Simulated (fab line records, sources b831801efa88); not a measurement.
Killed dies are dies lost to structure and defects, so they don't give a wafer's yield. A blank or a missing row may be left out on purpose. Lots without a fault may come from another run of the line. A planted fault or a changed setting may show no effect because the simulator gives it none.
Problem report in the 8D (eight disciplines) form, filled by code | flow gf180mcu | the parts of the form that need people (team, actions taken, sign-off) are left out

1. THE PROBLEM
M1_ALCU_RS at GF_M1_RS_MEAS_05 reads a mean of 0.0813 ohm/sq on 1 wafer of 1 lot; wafers without a fault read 0.0696 ohm/sq with a standard deviation of 0.00095. That is +12 standard deviations from the usual mean.
The step: measures by four-point-probe.
First seen on wafer L517.1, day 21 02:56, on film_metro-02. The record holds 35 wafers of 12 lots with a number at this step. Rule for "out", or "out of limits": more than 4 standard deviations from the usual mean. The other wafers with a number count as sound.

2. WHAT IT IS AND WHAT IT IS NOT
question                    | is                | is not
which readings at this step | M1_ALCU_RS        | -
which lots                  | L517              | L503, L504, L505, L507, L510, L511, L513, L523, L524, L525, L526
which wafers of those lots  | L517.1            | L517.2
read on which gauges        | film_metro-02     | film_metro-01, film_metro-04
when                        | from day 21 02:56 | up to then (22 sound wafers); but 12 sound wafers of L523, L524, L525, L526 came after

3. SUSPECTS, AND WHAT RULES EACH OUT
Counting: a tool at a process step up to the reading stays a suspect if it ran every lot that is out. Sound lots after the first of them don't rule it out here, since some wafers of a struck lot are sound.
- the gauge at GF_M1_RS_MEAS_05: kept. All the wafers that are out were read on film_metro-02, and no step on other tools shows them out.
- pvd_sputter-03 at GF_M1_SPUTTER_02 (material AlCu, target thk 450 nm, time 23.9 s): kept. It ran the lot that is out, L517 (day 21 02:50); its last sound lot up to then is L513 (day 19 16:57).
Left after counting: pvd_sputter-03 at GF_M1_SPUTTER_02, film_metro-02 at GF_M1_RS_MEAS_05.

4. THE CAUSE (what the simulator had put in)
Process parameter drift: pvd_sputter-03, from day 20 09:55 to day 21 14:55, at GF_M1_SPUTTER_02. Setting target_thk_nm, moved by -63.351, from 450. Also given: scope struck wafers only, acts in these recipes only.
Counting left 2 suspects, and this tool is among them.

5. THE CHAIN OF EFFECTS, in route order
Each row: a reading whose mean over the struck wafers that have a number lies more than 3 standard deviations from the usual. Only readings for which the record gives a usual standard deviation are gone through. hours: the time from each lot's start at the first step in this table that gives one to its start at this step, as a median over the lots. sigmas: the change in usual standard deviations.
hours | step              | reading     | usual         | on struck wafers | change  | sigmas
0     | GF_M1_RS_MEAS_05  | M1_ALCU_RS  | 0.0696 ohm/sq | 0.0813           | +0.0117 | +12
0     | GF_M1_THK_MEAS_06 | M1_ALCU_THK | 448 nm        | 386              | -62     | -9.5
Later measuring or inspecting steps at which every struck wafer that the step has a row for has a number for every such reading, and none has moved that far: GF_V3_OVL_MEAS_15.

6. WHAT WOULD HAVE CAUGHT IT SOONER
In this record the first reading out of limits at a measuring or inspecting step was taken at day 21 02:56, 17 hours after the fault began at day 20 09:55.
Of the tool readings at GF_M1_SPUTTER_02 for which the record gives a usual standard deviation, none was out on any struck wafer, so an alarm limit of 4 standard deviations on them would not have fired.
All the lots that are out (1) had begun GF_M1_SPUTTER_02 on pvd_sputter-03 by day 21 02:56. A hold on the tool at that time would have spared none of them.
